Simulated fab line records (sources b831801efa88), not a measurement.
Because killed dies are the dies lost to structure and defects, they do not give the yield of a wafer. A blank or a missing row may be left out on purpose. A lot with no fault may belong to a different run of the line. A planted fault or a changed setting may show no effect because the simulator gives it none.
fab line records	flow sky130
[record] lots = 11	wafers = 33	last-day = 50
route steps=708 shown VIA4@650 METAL5@664 PASSIVATION@683 PAD_OPEN@702
lots with no fault: from the same line, run without faults
start-h: hours from the record's first day to the start of the lot's first wafer shown	wait-h: hours since the lot's step before	" unchanged from the row above	L1.1+2: one row covering several wafers at once	- either no value or no given start	* or withheld: withheld	< > ~ a bound
route shown NAME@n: NAME is a module with steps in the file, n the number in the route of the first one	usual: mean and standard deviation over wafers with no fault	same: alike in all rows	chamber/n: place in a boat	sites: the reading at each site	_std_site: their standard deviation	_edge_site: outer sites' mean less inner sites'	radius-mm: for every site, how far away it sits from the centre of the wafer	mask NAME#n: copy n	behind: the tool/chamber that last shaped the wafer	hold: reason for holding the lot/hours on hold/outcome of the hold	device: which transistor (n, p or np) failed to switch	end of line: tests of these same wafers at the route's end	a step without rows: its recipe alone	killed: dies that structure and defects cost at the first sort, which is not the same as the wafer's yield	map: a wafer's dies, x killed, . not, _ none there
set.NAME: the setting as run; set.NAME@STEP: as run at that earlier step	model.NAME: the simulator's own value behind a step, which no gauge read
route steps across a sampled set of lots; one table per step, one row per wafer
services: a tool's chamber out of use, with start hour (start-h, from the record's first day; less than 0 if before it), hours out, and reason
[[steps]]
[step SKY_VIA4_OVL_MEAS_11]
[usual] VIA4_OVL = 0.6/1.2
lot.wafer	tool	chamber	start-h	wait-h	VIA4_OVL[nm]
L208.3	overlay-01	-	1027.25	0.1	-0.5
L208.4	"	-	"	"	0.9
L208.5	"	-	"	"	-0.4
L212.2	overlay-02	-	1038.17	0.1	2.8
L212.5	"	-	"	"	-1.5
L212.6	"	-	"	"	0.7
L213.4	overlay-01	-	1054.40	0.1	-0.4
L213.5	"	-	"	"	0.4
L213.6	"	-	"	"	0.6
L215.2	overlay-01	-	1059.84	0.1	0.9
L215.4	"	-	"	"	0.5
L215.5	"	-	"	"	0.4
L218.3	overlay-01	-	1079.87	0.1	-1.4
L218.5	"	-	"	"	1.2
L218.6	"	-	"	"	1.0
L219.1	overlay-02	-	1084.36	0.1	-0.5
L219.4	"	-	"	"	-0.1
L219.5	"	-	"	"	0.1
L220.2	overlay-01	-	1090.24	0.1	2.1
L220.4	"	-	"	"	1.6
L220.6	"	-	"	"	1.0
L223.3	overlay-02	-	1102.95	0.1	2.0
L223.4	"	-	"	"	1.8
L223.5	"	-	"	"	1.4
L227.1	overlay-02	-	1127.05	0.1	-0.1
L227.2	"	-	"	"	0.3
L227.4	"	-	"	"	0.4
L229.3	overlay-01	-	1135.37	0.1	0.5
L229.5	"	-	"	"	0.0
L229.6	"	-	"	"	0.6
L230.2	overlay-01	-	1144.07	0.1	1.7
L230.4	"	-	"	"	1.5
L230.5	"	-	"	"	4.0
[step SKY_METAL5_SPUTTER_03]
[recipe] material = Ti	target-thk-nm = 5	power-w = 3000	time-s = 3.3	chamber-pressure-pa = 0.4
[usual] throttle-valve-pct = 30.4/1
lot.wafer	tool	chamber	start-h	wait-h	throttle-valve-pct
L208.3	pvd-sputter-01	-	1028.73	0.0	30.5
L208.4	"	-	"	"	31.6
L208.5	"	-	"	"	32.0
L212.2	pvd-sputter-02	-	1039.76	0.0	31.9
L212.5	"	-	"	"	29.9
L212.6	"	-	"	"	29.5
L213.4	pvd-sputter-03	-	1055.88	0.0	30.6
L213.5	"	-	"	"	31.2
L213.6	"	-	"	"	30.5
L215.2	pvd-sputter-02	-	1061.53	0.0	29.4
L215.4	"	-	"	"	29.4
L215.5	"	-	"	"	29.4
L218.3	pvd-sputter-01	-	1081.49	0.0	30.6
L218.5	"	-	"	"	31.4
L218.6	"	-	"	"	30.8
L219.1	pvd-sputter-02	-	1086.46	0.0	29.6
L219.4	"	-	"	"	30.6
L219.5	"	-	"	"	29.0
L220.2	pvd-sputter-03	-	1091.77	0.0	30.1
L220.4	"	-	"	"	29.7
L220.6	"	-	"	"	30.5
L223.3	pvd-sputter-03	-	1104.43	0.0	31.1
L223.4	"	-	"	"	29.9
L223.5	"	-	"	"	30.1
L227.1	pvd-sputter-02	-	1128.54	0.0	32.1
L227.2	"	-	"	"	30.5
L227.4	"	-	"	"	29.2
L229.3	pvd-sputter-03	-	1137.01	0.0	30.6
L229.5	"	-	"	"	31.1
L229.6	"	-	"	"	30.3
L230.2	pvd-sputter-01	-	1145.59	0.0	28.5
L230.4	"	-	"	"	31.6
L230.5	"	-	"	"	32.1
[step SKY_PASSIVATION_CVD_02]
[recipe] material = Si3N4	target-thk-nm = 540	temp-c = 400	time-s = withheld	rf-w = 450
[usual] heater-power-w = 711/110
lot.wafer	tool	chamber	start-h	wait-h	heater-power-w
L208.3	pecvd-03	0	1052.07	0.1	544
L208.4	"	2	"	"	717
L208.5	"	2	"	"	708
L212.2	pecvd-04	2	1062.86	0.0	678
L212.5	"	1	"	"	803
L212.6	"	0	"	"	612
L213.4	pecvd-04	2	1078.34	0.1	651
L213.5	"	1	"	"	805
L213.6	"	0	"	"	638
L215.2	pecvd-04	0	1083.85	0.0	614
L215.4	"	0	"	"	618
L215.5	"	1	"	"	822
L218.3	pecvd-04	2	1103.46	0.0	645
L218.5	"	2	"	"	670
L218.6	"	1	"	"	743
L219.1	pecvd-04	1	1107.70	0.1	815
L219.4	"	2	"	"	564
L219.5	"	1	"	"	832
L220.2	pecvd-03	1	1113.36	0.0	781
L220.4	"	0	"	"	546
L220.6	"	2	"	"	745
L223.3	pecvd-01	1	1125.10	0.0	856
L223.4	"	2	"	"	543
L223.5	"	1	"	"	890
L227.1	pecvd-01	1	1147.92	0.1	840
L227.2	"	0	"	"	850
L227.4	"	2	"	"	639
L229.3	pecvd-01	0	1155.43	0.0	822
L229.5	"	0	"	"	870
L229.6	"	1	"	"	859
L230.2	pecvd-01	1	1164.71	0.0	846
L230.4	"	0	"	"	765
L230.5	"	1	"	"	869
[step SKY_PASSIVATION_THK_MEAS_03]
[recipe] reads = Si3N4_of_PASSIVATION_CVD_02
[usual] PASSIVATION_CVD_02_THK = 541/6.7
lot.wafer	tool	chamber	start-h	wait-h	PASSIVATION_CVD_02_THK[nm]
L208.3	film-metro-03	-	1052.32	-	538
L208.4	"	-	"	"	536
L208.5	"	-	"	"	537
L212.2	film-metro-01	-	1063.10	-	534
L212.5	"	-	"	"	547
L212.6	"	-	"	"	544
L213.4	film-metro-03	-	1078.48	-	539
L213.5	"	-	"	"	543
L213.6	"	-	"	"	536
L215.2	film-metro-03	-	1084.09	-	712
L215.4	"	-	"	"	719
L215.5	"	-	"	"	731
L218.3	film-metro-03	-	1103.71	-	708
L218.5	"	-	"	"	715
L218.6	"	-	"	"	721
L219.1	film-metro-01	-	1107.93	-	697
L219.4	"	-	"	"	706
L219.5	"	-	"	"	714
L220.2	film-metro-01	-	1113.60	-	537
L220.4	"	-	"	"	549
L220.6	"	-	"	"	542
L223.3	film-metro-01	-	1125.35	-	539
L223.4	"	-	"	"	541
L223.5	"	-	"	"	545
L227.1	film-metro-01	-	1148.15	-	533
L227.2	"	-	"	"	532
L227.4	"	-	"	"	539
L229.3	film-metro-01	-	1155.67	-	536
L229.5	"	-	"	"	537
L229.6	"	-	"	"	548
L230.2	film-metro-02	-	1164.94	-	542
L230.4	"	-	"	"	543
L230.5	"	-	"	"	546
[step SKY_PAD_OPEN_STRIP_08]
[recipe] chemistry = O2/N2	power-w = 1400	pressure-mtorr = 1500	platen-temp-c = withheld	overash-fraction = 0.7	o2-flow-sccm = 3000	n2-flow-sccm = 300
[usual] chamber-pressure-mTorr = 1499.9/1.3	drypump-motor-current-A = 5.9/0.65	oes-product-au = 0.664/0.0048	strip-time-to-endpoint-s = 37.09/0.087
lot.wafer	tool	chamber	start-h	wait-h	chamber-pressure-mTorr	drypump-motor-current-A	oes-product-au	rf-hours-counter-h	strip-time-to-endpoint-s
L208.3	plasma-asher-04	1	1095.11	0.1	1500.0	6.7	0.669	-	37.01
L208.4	"	0	"	"	1502.5	5.1	0.661	-	36.91
L208.5	"	1	"	"	1500.0	6.7	0.658	-	37.10
L212.2	plasma-asher-04	0	1105.59	0.1	1500.0	5.1	0.663	69	37.14
L212.5	"	1	"	"	1498.3	6.7	0.663	-	37.23
L212.6	"	0	"	"	1501.0	5.2	0.655	-	37.17
L213.4	plasma-asher-03	0	1118.36	0.1	1499.6	6.2	0.661	-	37.23
L213.5	"	0	"	"	1498.3	6.2	0.663	-	37.24
L213.6	"	1	"	"	1499.6	5.3	0.666	-	37.16
L215.2	plasma-asher-04	0	1125.98	0.1	1500.9	5.1	0.672	71	37.12
L215.4	"	1	"	"	1500.1	6.7	0.674	-	37.15
L215.5	"	1	"	"	1498.2	6.7	0.662	-	37.08
L218.3	plasma-asher-04	0	1143.78	0.1	1502.6	5.1	0.665	-	37.10
L218.5	"	1	"	"	1500.3	6.7	0.662	-	37.19
L218.6	"	0	"	"	1499.2	5.2	0.657	-	37.09
L219.1	plasma-asher-04	1	1145.88	0.1	1498.7	6.7	0.665	74	37.05
L219.4	"	1	"	"	1499.7	6.7	0.670	-	36.93
L219.5	"	1	"	"	1499.5	6.7	0.670	-	37.08
L220.2	plasma-asher-02	1	1152.26	0.1	1501.1	6.5	0.664	2	37.07
L220.4	"	1	"	"	1500.3	6.5	0.662	-	37.09
L220.6	"	1	"	"	1499.2	6.5	0.669	-	37.03
L223.3	plasma-asher-02	1	1163.11	0.1	1500.4	6.5	0.656	-	37.15
L223.4	"	0	"	"	1501.5	5.8	0.662	-	37.11
L223.5	"	1	"	"	1499.1	6.5	0.659	-	37.08
L227.1	plasma-asher-03	0	1182.43	0.1	1498.8	6.2	0.664	106	37.09
L227.2	"	1	"	"	1500.0	5.2	0.664	106	37.14
L227.4	"	0	"	"	1499.3	6.2	0.664	-	37.18
L229.3	plasma-asher-02	1	1188.59	0.1	1500.7	6.5	0.668	-	37.07
L229.5	"	1	"	"	1499.0	6.5	0.659	-	37.18
L229.6	"	0	"	"	1499.0	5.8	0.662	-	37.18
L230.2	plasma-asher-04	0	1197.08	0.1	1498.6	5.1	0.663	79	37.12
L230.4	"	1	"	"	1499.8	6.7	0.664	-	37.01
L230.5	"	0	"	"	1500.6	5.2	0.659	-	37.12
[step SKY_PAD_OPEN_PROBE_99]
[usual] defect-limited-yield = 82.4/2	killed_at_M0_to_M3 = 44/7.4	killed_at_M4_up = 3.1/1.8	killed-at-contacts = 24/5.6	killed-at-front-end = 15/4.9	killed-at-other = 0.4/0.59	killed-dies = 87/9.8	killed-open = 47/7.2	killed-short = 39/6.8	sort_bin_3_pad_short = 0.9/0.41	sort_bin_5_function = 10.3/1.6	sort_bin_6_memory = 6.5/1.1	sort-n-pass = 405/9.8	sort-yield-pct = 82.4/2
[same] gross-dies = 492	killed-at-back-side = 0	sort_bin_4_leakage[%] = 0	sort_bin_8_speed[%] = 0
lot.wafer	tool	chamber	start-h	wait-h	defect-limited-yield[%]	killed_at_M0_to_M3	killed_at_M4_up	killed-at-contacts	killed-at-front-end	killed-at-other	killed-dies	killed-open	killed-short	sort_bin_3_pad_short[%]	sort_bin_5_function[%]	sort_bin_6_memory[%]	sort-n-pass	sort-yield-pct[%]
L208.3	prober-02	-	1097.40	0.2	81.7	46	4	24	16	0	90	47	43	1.2	10.6	6.5	402	81.7
L208.4	prober-02	-	1097.45	0.2	82.7	50	5	11	19	0	85	46	38	0.6	9.8	6.9	407	82.7
L208.5	prober-02	-	1097.50	0.2	80.3	40	3	30	24	0	97	44	50	1.6	7.7	10.4	395	80.3
L212.2	prober-02	-	1109.14	0.1	82.9	35	5	24	18	2	84	38	45	1.2	9.8	6.1	408	82.9
L212.5	prober-02	-	1109.29	0.2	83.1	41	7	13	21	1	83	38	43	0.4	10.4	6.1	409	83.1
L212.6	prober-02	-	1109.34	0.2	82.9	55	4	16	8	1	84	47	36	1.2	9.1	6.7	408	82.9
L213.4	prober-01	-	1120.74	0.2	82.5	41	4	19	21	1	86	38	48	1.2	9.3	6.9	406	82.5
L213.5	prober-01	-	1120.79	0.2	87.6	31	1	18	11	0	61	30	31	1.0	6.1	5.3	431	87.6
L213.6	prober-01	-	1120.84	0.2	85.6	43	5	13	10	0	71	34	37	0.6	8.7	5.1	421	85.6
L215.2	prober-01	-	1128.29	0.1	79.7	44	4	36	16	0	100	55	45	1.6	10.2	8.5	392	79.7
L215.4	prober-01	-	1128.39	0.2	81.5	44	1	22	23	1	91	44	46	1.0	10.8	6.7	401	81.5
L215.5	prober-01	-	1128.44	0.2	81.7	46	3	25	15	1	90	45	45	0.6	13.4	4.3	402	81.7
L220.2	prober-02	-	1154.53	0.1	85.0	37	5	23	9	0	74	47	27	0.4	9.1	5.5	418	85.0
L220.4	prober-02	-	1154.63	0.2	84.3	34	3	29	11	0	77	45	32	0.8	8.3	6.5	415	84.3
L220.6	prober-02	-	1154.73	0.2	78.9	45	2	35	22	0	104	57	47	0.8	14.4	5.9	388	78.9
L223.3	prober-01	-	1165.39	0.2	80.7	43	1	25	24	2	95	45	50	1.2	11.6	6.5	397	80.7
L223.4	prober-01	-	1165.44	0.2	81.5	64	3	19	4	1	91	39	52	0.8	10.6	7.1	401	81.5
L223.5	prober-01	-	1165.49	0.2	82.1	50	0	18	20	0	88	55	33	0.8	11.0	6.1	404	82.1
L227.1	prober-01	-	1184.69	0.1	85.8	33	3	25	9	0	70	36	33	0.6	8.3	5.3	422	85.8
L227.2	prober-01	-	1184.74	0.1	80.9	45	5	29	15	0	94	60	34	1.2	12.0	5.9	398	80.9
L227.4	prober-01	-	1184.84	0.2	82.7	42	3	25	14	1	85	40	45	1.2	8.7	7.3	407	82.7
// killed by level:class
L208.3 LI_CONTACT:geometric-particle:open=8 CONTACT:geometric-particle:open=8 VIA1:geometric-particle:open=7 FIELD_ISO:geometric-particle:open=6 METAL1:geometric-particle:short=6 VIA3:geometric-particle:open=6 METAL2:geometric-particle:short=5 VIA3:geometric-particle:short=5
L208.4 VIA1:geometric-particle:open=11 METAL1:geometric-particle:short=10 VIA3:geometric-particle:open=10 METAL2:geometric-particle:short=9 POLY_GATE:geometric-particle:open=6 LI_CONTACT:geometric-particle:open=5 CONTACT:geometric-particle:open=4 FIELD_ISO:geometric-particle:short=3
L208.5 LI_CONTACT:geometric-particle:open=13 POLY_GATE:geometric-particle:short=10 VIA1:geometric-particle:open=6 VIA2:geometric-particle:open=6 LOCAL_INTERCONNECT:geometric-particle:short=5 CONTACT:geometric-particle:open=5 METAL1:geometric-particle:short=5 METAL3:geometric-particle:short=5
L212.2 VIA1:geometric-particle:open=8 LI_CONTACT:geometric-particle:open=8 METAL1:geometric-particle:short=7 POLY_GATE:geometric-particle:short=5 POLY_GATE:geometric-particle:open=5 CONTACT:geometric-particle:open=5 CONTACT:geometric-particle:short=5 METAL4:geometric-particle:short=5
L212.5 VIA1:geometric-particle:open=9 METAL1:geometric-particle:short=6 POLY_GATE:geometric-particle:open=5 CONTACT:geometric-particle:open=5 VIA2:geometric-particle:short=5 VIA3:geometric-particle:open=5 FIELD_ISO:geometric-particle:open=4 FIELD_ISO:geometric-particle:short=4
L212.6 VIA2:geometric-particle:open=12 VIA1:geometric-particle:open=9 METAL2:geometric-particle:short=9 METAL1:geometric-particle:short=6 POLY_GATE:geometric-particle:open=5 VIA3:geometric-particle:open=5 LI_CONTACT:geometric-particle:short=4 LOCAL_INTERCONNECT:geometric-particle:short=4
L213.4 VIA1:geometric-particle:open=12 METAL1:geometric-particle:short=9 POLY_GATE:geometric-particle:short=6 LI_CONTACT:geometric-particle:open=6 CONTACT:geometric-particle:open=6 METAL2:geometric-particle:short=5 VIA2:geometric-particle:open=5 FIELD_ISO:geometric-particle:open=4
L213.5 CONTACT:geometric-particle:open=8 METAL2:geometric-particle:short=8 FIELD_ISO:geometric-particle:open=4 METAL1:geometric-particle:short=4 VIA1:geometric-particle:short=4 VIA2:geometric-particle:open=4 CONTACT:geometric-particle:short=3 VIA1:geometric-particle:open=3
L213.6 METAL1:geometric-particle:short=12 CONTACT:geometric-particle:open=7 VIA1:geometric-particle:open=7 METAL2:geometric-particle:short=7 VIA2:geometric-particle:short=5 LI_CONTACT:geometric-particle:open=4 VIA1:geometric-particle:short=4 FIELD_ISO:geometric-particle:short=3
L215.2 CONTACT:geometric-particle:open=19 VIA1:geometric-particle:open=11 VIA1:geometric-particle:short=8 POLY_GATE:geometric-particle:short=7 VIA2:geometric-particle:open=7 LOCAL_INTERCONNECT:geometric-particle:short=6 CONTACT:geometric-particle:short=5 POLY_GATE:geometric-particle:open=4
L215.4 LI_CONTACT:geometric-particle:open=11 VIA3:geometric-particle:open=7 VIA1:geometric-particle:open=7 METAL2:geometric-particle:short=7 FIELD_ISO:geometric-particle:short=6 CONTACT:geometric-particle:short=5 VIA1:geometric-particle:short=5 VIA3:geometric-particle:short=5
L215.5 CONTACT:geometric-particle:open=7 VIA1:geometric-particle:short=7 METAL3:geometric-particle:open=6 CONTACT:geometric-particle:short=6 VIA1:geometric-particle:open=6 VIA2:geometric-particle:open=6 POLY_GATE:geometric-particle:open=5 LI_CONTACT:geometric-particle:short=5
L220.2 CONTACT:geometric-particle:open=8 VIA1:geometric-particle:open=8 VIA3:geometric-particle:open=7 LI_CONTACT:geometric-particle:open=7 METAL1:geometric-particle:short=6 FIELD_ISO:geometric-particle:open=5 VIA2:geometric-particle:open=5 LI_CONTACT:geometric-particle:short=4
L220.4 CONTACT:geometric-particle:open=9 LI_CONTACT:geometric-particle:open=6 VIA1:geometric-particle:open=6 FIELD_ISO:geometric-particle:short=5 CONTACT:geometric-particle:short=5 VIA2:geometric-particle:open=5 VIA3:geometric-particle:open=5 LOCAL_INTERCONNECT:geometric-particle:short=4
L220.6 VIA1:geometric-particle:open=12 CONTACT:geometric-particle:open=11 FIELD_ISO:geometric-particle:short=9 LI_CONTACT:geometric-particle:short=9 LI_CONTACT:geometric-particle:open=8 VIA3:geometric-particle:open=8 FIELD_ISO:geometric-particle:open=6 VIA2:geometric-particle:open=6
L223.3 CONTACT:geometric-particle:open=13 FIELD_ISO:geometric-particle:short=8 VIA1:geometric-particle:open=8 VIA2:geometric-particle:open=8 METAL1:geometric-particle:short=7 FIELD_ISO:geometric-particle:open=6 POLY_GATE:geometric-particle:short=5 METAL2:geometric-particle:short=5
L223.4 VIA1:geometric-particle:open=18 METAL2:geometric-particle:short=8 CONTACT:geometric-particle:short=7 METAL1:geometric-particle:short=7 VIA3:geometric-particle:open=6 VIA2:geometric-particle:short=6 VIA1:geometric-particle:short=5 METAL3:geometric-particle:short=5
L223.5 VIA1:geometric-particle:open=11 VIA3:geometric-particle:open=8 VIA2:geometric-particle:open=7 FIELD_ISO:geometric-particle:open=6 FIELD_ISO:geometric-particle:short=6 CONTACT:geometric-particle:open=6 LI_CONTACT:geometric-particle:open=5 METAL1:geometric-particle:short=5
L227.1 CONTACT:geometric-particle:open=8 LI_CONTACT:geometric-particle:open=6 METAL2:geometric-particle:short=6 VIA3:geometric-particle:open=6 LOCAL_INTERCONNECT:geometric-particle:short=4 CONTACT:geometric-particle:short=4 METAL1:geometric-particle:short=4 VIA1:geometric-particle:open=4
L227.2 CONTACT:geometric-particle:open=14 VIA1:geometric-particle:open=11 VIA2:geometric-particle:open=10 LI_CONTACT:geometric-particle:open=6 VIA3:geometric-particle:open=6 METAL2:geometric-particle:short=5 CONTACT:geometric-particle:short=5 VIA1:geometric-particle:short=5
L227.4 CONTACT:geometric-particle:open=11 VIA1:geometric-particle:open=8 METAL1:geometric-particle:short=7 VIA1:geometric-particle:short=6 FIELD_ISO:geometric-particle:short=5 LOCAL_INTERCONNECT:geometric-particle:short=5 VIA3:geometric-particle:open=4 VIA2:geometric-particle:open=4
[[services]]
tool	chamber	start-h	hours	kind
plasma-asher-02	-	1042.88	81.5	repair
pecvd-01	1	1045.33	6.3	repair
pvd-sputter-01	-	1048.43	25.2	repair
pecvd-03	1	1051.69	5.5	repair
pvd-sputter-01	-	1054.38	3.5	repair
pecvd-01	2	1058.24	2.1	scheduled-down
pvd-sputter-02	1	1061.60	-	consumable-replace:kit
pvd-sputter-02	1	1061.60	18.0	scheduled-down
pvd-sputter-02	1	1061.60	18.0	vent-cycle
pvd-sputter-03	2	1071.50	-	consumable-replace:kit
pvd-sputter-03	2	1071.50	18.0	scheduled-down
pvd-sputter-03	2	1071.50	18.0	vent-cycle
pecvd-04	-	1085.01	5.5	pm
pecvd-01	2	1086.49	2.1	repair
pecvd-04	1	1091.17	5.0	scheduled-down
pecvd-04	0	1096.17	5.5	scheduled-down
plasma-asher-02	-	1124.39	9.0	pm
pecvd-04	-	1128.93	2.8	pm
pecvd-03	0	1146.17	5.8	repair
pecvd-03	-	1155.11	0.5	repair
pvd-sputter-02	-	1164.47	0.6	repair
pecvd-04	2	1173.65	2.1	scheduled-down
pvd-sputter-03	-	1190.78	6.4	repair
pvd-sputter-02	-	1190.99	4.3	repair
[[key]]
[first-sign] step = SKY_PASSIVATION_THK_MEAS_03	reading = PASSIVATION_CVD_02_THK	direction = up	sigmas = 26	usual = 541	struck = 714
effect none on later readings
met-at SKY_PASSIVATION_CVD_02
struck-lots L215,L218,L219
not-acting-at SKY_VIA4_OVL_MEAS_11,SKY_METAL5_SPUTTER_03,SKY_PAD_OPEN_STRIP_08
onset-between 1078.34 1083.85
[fault] kind = process-parameter-drift	tool = pecvd-04	chamber = -	onset-h = 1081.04	steps = SKY_PASSIVATION_CVD_02	channel = target-thk-nm	offset = 168.49	shape = step	end-h = 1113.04	acts-in = these-recipes-only	stated = 540
